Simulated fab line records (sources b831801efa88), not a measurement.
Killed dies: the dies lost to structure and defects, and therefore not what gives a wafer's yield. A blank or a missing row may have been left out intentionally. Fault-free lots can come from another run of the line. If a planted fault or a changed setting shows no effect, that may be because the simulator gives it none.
2 desks looking at one fault    flow gf180mcu    numbers are kept per desk, each desk with only its own; the story behind them comes last

== AT THE METROLOGY DESK ==
Means of the sampled wafers that have a number, per lot and without regard to the tool the lot ran on: this is what the gauges read. Marked OUT: a lot whose mean sits more than 4 standard deviations from the usual mean, which makes it out of limits; the brackets give that distance.
Columns: A = POLY_GATE_CVD_00_THK at GF_POLY_GATE_THK_MEAS_01, usual 199.9 nm; B = cd-nm at GF_POLY_GATE_CD_MEAS_10, usual 279.9 nm; C = POLY_GATE_OVL at GF_POLY_GATE_OVL_MEAS_11, usual 1 nm
lot   first seen here  A      B      C
L916  day 8 17:42      196.9  279.8  2
L921  day 10 04:08     200.4  279.5  5
L926  day 11 15:28     203.2  281.0  6
L930  day 12 20:46     200.4  279.8  2
L933  day 13 15:56     198.5  281.7  1
L938  day 15 07:40     199.0  282.1  2
Result from this desk: across the 6 lots, nothing is out of limits.

== THE TOOL OWNER'S DESK: rie-si-02 ==
The tool's own readings at GF_POLY_GATE_ETCH_13 (etches poly-Si in HBr/Cl2, stops on SiO2, target depth 198.5 nm, time 69.6 s): means of the sampled wafers that have a number, for each lot that ran on this tool. Marked OUT: a lot whose mean sits more than 4 standard deviations from the usual mean, which makes it out of limits; the brackets give that distance.
Columns: A = drypump-motor-current-A at GF_POLY_GATE_ETCH_13, usual 5.9 A; B = oes-product-au at GF_POLY_GATE_ETCH_13, usual 0.990 a.u.; C = rf-fwd-power-W at GF_POLY_GATE_ETCH_13, usual 396.4 W; D = throttle-valve-pct at GF_POLY_GATE_ETCH_13, usual 33.683 %
lot   first seen here  A    B                 C      D
L916  day 9 11:08      5.0  0.985             396.5  33.687
L921  day 10 22:11     5.8  0.992             394.3  33.685
L926  day 12 10:52     5.9  0.935 (-7.9) OUT  395.8  33.685
L930  day 13 16:59     5.5  0.926 (-9.1) OUT  397.4  33.677
This desk's verdict: out of limits on L926, L930, starting with L926 at day 12 10:52 (oes-product-au at GF_POLY_GATE_ETCH_13). L916, L921 stayed within limits.

== TAKEN TOGETHER ==
An alarm could have come from the tool owner's desk at day 12 10:52, on L926, L930.
At the metrology desk, nothing out of limits was observed.
The metrology desk has L926, L930 on record, within its limits.
The lots listed all ran GF_POLY_GATE_ETCH_13 on rie-si-02.

== WHAT THE SIMULATOR HAD PUT IN ==
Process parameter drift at GF_POLY_GATE_ETCH_13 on rie-si-02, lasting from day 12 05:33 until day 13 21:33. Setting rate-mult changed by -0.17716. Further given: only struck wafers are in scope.
Struck lots among those shown: L926, L930.
Time in hours from fault onset to the first out-of-limits reading at each desk: the tool owner's desk, 5.
